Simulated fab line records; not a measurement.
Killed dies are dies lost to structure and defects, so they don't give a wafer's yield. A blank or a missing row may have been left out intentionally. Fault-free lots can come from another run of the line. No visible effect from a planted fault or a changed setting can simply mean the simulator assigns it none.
Which tool was responsible? :: flow gf180mcu :: 13 lots with 39 wafers sampled at 5 steps, on a route of 602 steps

== WHAT EACH GAUGE READ, for each wafer ==
GF_NWELL_TW_MEAS_11. Usual: for NWELL_TW the level is 1568 and the standard deviation is 21.
lot: L354
measured: day 3 09:15
on: film_metro-03
NWELL_TW: 1558 1545 1552
flag: 

lot: L355
measured: day 3 13:13
on: film_metro-03
NWELL_TW: 1542 1547 1542
flag: 

lot: L356
measured: day 3 18:30
on: film_metro-01
NWELL_TW: 1582 1591 1585
flag: 

lot: L357
measured: day 4 06:20
on: film_metro-04
NWELL_TW: 1585 1583 1597
flag: 

lot: L358
measured: day 4 09:23
on: film_metro-01
NWELL_TW: 1580 1576 1575
flag: 

lot: L360
measured: day 4 20:03
on: film_metro-01
NWELL_TW: 1588 1575 1577
flag: 

lot: L361
measured: day 5 01:14
on: film_metro-01
NWELL_TW: 1585 1586 1593
flag: 

lot: L362
measured: day 5 04:45
on: film_metro-03
NWELL_TW: 1542 1540 1536
flag: 

lot: L364
measured: day 5 15:18
on: film_metro-04
NWELL_TW: 1580 1588 1586
flag: 

lot: L366
measured: day 5 23:32
on: film_metro-01
NWELL_TW: 1585 1574 1570
flag: 

lot: L371
measured: day 7 06:00
on: film_metro-01
NWELL_TW: 1588 1589 1598
flag: 

lot: L372
measured: day 7 10:36
on: film_metro-03
NWELL_TW: 1542 1544 1539
flag: 

lot: L376
measured: day 8 07:18
on: film_metro-03
NWELL_TW: 1543 1552 1546
flag: 

GF_VT_IMPLANT_RS_MEAS_48: a four-point-probe measurement. Usual: for LVPWELL_RS the level is 1198 ohm/sq and the standard deviation is 4.1.
lot: L354
measured: day 7 16:46
on: film_metro-03
LVPWELL_RS (ohm/sq): 1190 1192 1192
flag: 

lot: L355
measured: day 7 20:09
on: film_metro-01
LVPWELL_RS (ohm/sq): 1198 1198 1199
flag: 

lot: L356
measured: day 8 02:26
on: film_metro-04
LVPWELL_RS (ohm/sq): 1197 1201 1199
flag: 

lot: L357
measured: day 8 17:33
on: film_metro-04
LVPWELL_RS (ohm/sq): 1201 1201 1202
flag: 

lot: L358
measured: day 8 20:50
on: film_metro-03
LVPWELL_RS (ohm/sq): 1192 1197 1194
flag: 

lot: L360
measured: day 9 11:34
on: film_metro-01
LVPWELL_RS (ohm/sq): 1198 1196 1196
flag: 

lot: L361
measured: day 9 15:23
on: film_metro-03
LVPWELL_RS (ohm/sq): 1192 1194 1195
flag: 

lot: L362
measured: day 9 21:35
on: film_metro-01
LVPWELL_RS (ohm/sq): 1201 1202 1202
flag: 

lot: L364
measured: day 10 08:05
on: film_metro-03
LVPWELL_RS (ohm/sq): 1201 1198 1199
flag: 

lot: L366
measured: day 10 19:08
on: film_metro-01
LVPWELL_RS (ohm/sq): 1222 1218 1223
flag: OFF

lot: L371
measured: day 12 09:18
on: film_metro-03
LVPWELL_RS (ohm/sq): 1196 1197 1199
flag: 

lot: L372
measured: day 12 15:33
on: film_metro-03
LVPWELL_RS (ohm/sq): 1195 1196 1196
flag: 

lot: L376
measured: day 13 15:55
on: film_metro-01
LVPWELL_RS (ohm/sq): 1202 1202 1201
flag: 

GF_PSD_OVL_MEAS_08. Usual: for PSD_OVL the level is -0.9 nm and the standard deviation is 1.3.
lot: L354
measured: day 14 06:38
on: overlay-02
PSD_OVL (nm): -2.3 -2.0 -2.8
flag: 

lot: L355
measured: day 14 09:38
on: overlay-02
PSD_OVL (nm): -0.9 -0.9 -0.1
flag: 

lot: L356
measured: day 14 22:55
on: overlay-02
PSD_OVL (nm): 2.0 -1.6 1.4
flag: 

lot: L357
measured: day 15 14:29
on: overlay-02
PSD_OVL (nm): 0.3 0.7 -1.5
flag: 

lot: L358
measured: day 15 20:16
on: overlay-01
PSD_OVL (nm): -1.7 1.1 -0.8
flag: 

lot: L360
measured: day 16 11:02
on: overlay-01
PSD_OVL (nm): 0.4 0.1 -1.7
flag: 

lot: L361
measured: day 16 18:46
on: overlay-02
PSD_OVL (nm): -2.9 -1.7 -1.5
flag: 

lot: L362
measured: day 17 01:20
on: overlay-02
PSD_OVL (nm): -1.0 -2.3 -2.3
flag: 

lot: L364
measured: day 17 17:22
on: overlay-02
PSD_OVL (nm): -0.5 -1.3 -0.1
flag: 

lot: L366
measured: day 18 11:46
on: overlay-02
PSD_OVL (nm): -2.2 -1.6 -2.5
flag: 

lot: L371
measured: day 20 05:17
on: overlay-02
PSD_OVL (nm): -1.0 0.0 -0.3
flag: 

lot: L372
measured: day 20 17:26
on: overlay-01
PSD_OVL (nm): -1.5 0.8 -0.2
flag: 

lot: L376
measured: day 21 18:50
on: overlay-02
PSD_OVL (nm): 1.7 -1.3 -0.2
flag: 

GF_M1_CD_MEAS_14 targets a cd of 230 nm. Usual: 230.1 nm for cd_nm, sd 1.2.
lot: L354
measured: day 17 04:19
on: cd_sem-02
cd_nm (nm): 229.9 230.2 228.4
flag: 

lot: L355
measured: day 17 05:58
on: cd_sem-02
cd_nm (nm): 229.9 230.5 230.2
flag: 

lot: L356
measured: day 17 20:57
on: cd_sem-02
cd_nm (nm): 229.7 229.5 228.3
flag: 

lot: L357
measured: day 18 14:46
on: cd_sem-01
cd_nm (nm): 228.3 227.0 228.8
flag: 

lot: L358
measured: day 18 21:24
on: cd_sem-01
cd_nm (nm): 231.4 231.9 232.0
flag: 

lot: L360
measured: day 19 12:19
on: cd_sem-01
cd_nm (nm): 230.4 231.0 231.3
flag: 

lot: L361
measured: day 19 20:51
on: cd_sem-02
cd_nm (nm): 231.1 230.7 231.2
flag: 

lot: L362
measured: day 20 04:33
on: cd_sem-02
cd_nm (nm): 230.4 231.3 229.0
flag: 

lot: L364
measured: day 20 21:24
on: cd_sem-01
cd_nm (nm): 230.2 230.2 231.2
flag: 

lot: L366
measured: day 21 18:06
on: cd_sem-02
cd_nm (nm): 231.8 232.8 232.0
flag: 

lot: L371
measured: day 23 07:10
on: cd_sem-01
cd_nm (nm): 228.8 229.1 228.2
flag: 

lot: L372
measured: day 23 19:19
on: cd_sem-02
cd_nm (nm): 231.5 232.6 231.7
flag: 

lot: L376
measured: day 24 17:40
on: cd_sem-02
cd_nm (nm): 231.4 231.2 228.9
flag: 

== WHAT TOOL EACH LOT RAN ON (gives the tool, then ch and the chambers of the sampled wafers, and finally the start) ==
lot: L354
GF_LVPWELL_IMPLANT_08: implanter-02 ch 0, day 3 22:22

lot: L355
GF_LVPWELL_IMPLANT_08: implanter-02 ch 0, day 4 02:07

lot: L356
GF_LVPWELL_IMPLANT_08: implanter-03 ch 0, day 4 07:27

lot: L357
GF_LVPWELL_IMPLANT_08: implanter-02 ch 0, day 4 19:34

lot: L358
GF_LVPWELL_IMPLANT_08: implanter-03 ch 0, day 4 22:29

lot: L360
GF_LVPWELL_IMPLANT_08: implanter-04 ch 0, day 5 10:28

lot: L361
GF_LVPWELL_IMPLANT_08: implanter-03 ch 0, day 5 14:41

lot: L362
GF_LVPWELL_IMPLANT_08: implanter-04 ch 0, day 5 19:14

lot: L364
GF_LVPWELL_IMPLANT_08: implanter-02 ch 0, day 6 05:56

lot: L366
GF_LVPWELL_IMPLANT_08: implanter-02 ch 0, day 6 14:20

lot: L371
GF_LVPWELL_IMPLANT_08: implanter-04 ch 0, day 7 21:22

lot: L372
GF_LVPWELL_IMPLANT_08: implanter-03 ch 0, day 8 02:13

lot: L376
GF_LVPWELL_IMPLANT_08: implanter-03 ch 0, day 8 23:31
- GF_LVPWELL_IMPLANT_08

== WHAT THE TOOLS THEMSELVES READ (means of the sampled wafers that have a number; where no wafer has one, the mark that the record gives instead) ==
The record holds no such reading with a usual standard deviation.

== THE ANSWER, worked out from the rows above alone ==
Rule: a lot is off if the mean of its wafers that have a number lies more than 3 standard deviations from the usual mean. A lot without any number at a reading at which 4 lots or more have one is off too. The other lots that the step has rows for count as sound. Order of review: gauges by route order, followed by the tools' own readings, for which a lot's mean as printed above is used. At the first step where some lot is off, the reading lying furthest off is the one used; lots without a number count as furthest.
Off: L366, at GF_VT_IMPLANT_RS_MEAS_48 (LVPWELL_RS).
If a tool, at a process step before that reading, ran all the lots that are off and no sound lot after the first of them, it fits. Gauges at GF_VT_IMPLANT_RS_MEAS_48: tried the same way as those tools. One fits: implanter-02 at GF_LVPWELL_IMPLANT_08. A fault onset in the window from L364 (day 6 05:56, its last sound lot) to L366 (day 6 14:20, its first lot off) fits.

== WHAT HAD BEEN PUT IN BY THE SIMULATOR ==
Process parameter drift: implanter-02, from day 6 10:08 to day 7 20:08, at GF_LVPWELL_IMPLANT_08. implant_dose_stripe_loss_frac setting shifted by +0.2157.
Shown lots that were struck: L366. The rule given above showed the same thing.
